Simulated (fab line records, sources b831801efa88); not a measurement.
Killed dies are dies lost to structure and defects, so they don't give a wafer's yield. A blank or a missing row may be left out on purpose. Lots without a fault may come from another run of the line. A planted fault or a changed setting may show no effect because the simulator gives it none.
One fault seen from 2 desks | flow sky130 | each desk has only its own numbers; what lay behind them comes last

THE TOOL OWNER'S DESK: rie_si-01
The tool's own readings at SKY_POLY_GATE_ETCH_17 (etches poly-Si in HBr/Cl2, stops on SiO2, target depth 180 nm, time 70.5 s): means of the sampled wafers that have a number, for each lot that ran on this tool. A lot is out of limits, marked OUT, if its mean lies more than 4 standard deviations from the usual mean; the brackets give that distance.
Columns: A = drypump_motor_current_A at SKY_POLY_GATE_ETCH_17, usual 5.8 A; B = mfc_cl2_sccm at SKY_POLY_GATE_ETCH_17, usual 50.02 sccm; C = oes_product_au at SKY_POLY_GATE_ETCH_17, usual 0.982 a.u.; D = rf_fwd_power_W at SKY_POLY_GATE_ETCH_17, usual 396.4 W; E = throttle_valve_pct at SKY_POLY_GATE_ETCH_17, usual 33.684 %
lot  | first seen here | A   | B     | C                | D               | E
L189 | day 16 06:11    | 6.2 | 49.99 | 0.992            | 395.1           | 33.676
L190 | day 17 05:57    | 5.8 | 49.91 | 0.981            | 396.5           | 33.686
L195 | day 18 16:23    | 6.0 | 50.18 | 0.983            | 395.4           | 33.687
L201 | day 21 01:50    | 5.6 | 49.98 | 0.933 (-6.7) OUT | 332.8 (-45) OUT | 33.684
L203 | day 21 16:41    | 5.9 | 50.13 | 0.938 (-5.9) OUT | 332.0 (-46) OUT | 33.691
L209 | day 24 12:44    | 5.9 | 50.10 | 0.976            | 397.1           | 33.690
L210 | day 25 02:59    | 5.8 | 50.06 | 0.982            | 395.3           | 33.684
This desk's finding: out of limits on L201, L203; first on L201, day 21 01:50 (oes_product_au at SKY_POLY_GATE_ETCH_17). In limits: L189, L190, L195, L209, L210.

THE METROLOGY DESK
What the gauges read, lot by lot, whatever tool the lot ran on: means of the sampled wafers that have a number. A lot is out of limits, marked OUT, if its mean lies more than 4 standard deviations from the usual mean; the brackets give that distance.
Columns: A = VT_ADJUST_LVTN_01_OVL at SKY_VT_ADJUST_LVTN_OVL_MEAS_18, usual -0.6 nm; B = cd_nm at SKY_VT_ADJUST_HVTR_CD_MEAS_07, usual 380 nm; C = SONOS_TUNNEL_TW at SKY_SONOS_TUNNEL_TW_MEAS_12, usual 199.0
lot  | first seen here | A    | B   | C
L189 | day 7 19:35     | -1.9 | 379 | 199.7
L188 | day 7 19:53     | -0.7 | 382 | 200.4
L190 | day 8 10:13     | -2.3 | 375 | 199.7
L191 | day 8 11:49     | -1.2 | 380 | 198.1
L192 | day 8 23:24     | -1.4 | 381 | 199.3
L193 | day 9 02:40     | 0.6  | 382 | 197.4
L194 | day 9 06:04     | -2.2 | 374 | 198.6
L195 | day 9 10:41     | -1.4 | 385 | 197.8
L201 | day 11 08:16    | 0.4  | 382 | 201.4
L203 | day 11 19:25    | -0.8 | 383 | 198.5
L208 | day 13 12:46    | -1.3 | 375 | 198.8
L209 | day 14 04:22    | 2.6  | 380 | 198.3
L211 | day 14 17:04    | 1.5  | 381 | 199.6
L210 | day 14 18:07    | -1.9 | 379 | 198.8
This desk's finding: nothing out of limits on any of the 14 lots.

PUT TOGETHER
The tool owner's desk could have raised an alarm at day 21 01:50, on L201, L203.
The metrology desk saw nothing out of limits.
The metrology desk has L201, L203 on record, within its limits.
Of the lots named, all ran SKY_POLY_GATE_ETCH_17 on rie_si-01.

WHAT THE SIMULATOR HAD PUT IN
Process parameter drift: rie_si-01, from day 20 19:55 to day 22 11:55, at SKY_POLY_GATE_ETCH_17. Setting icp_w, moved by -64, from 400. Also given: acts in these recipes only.
Lots struck among those shown: L201, L203.
Hours from the fault's start to each desk's first reading out of limits: the tool owner's desk, 6.
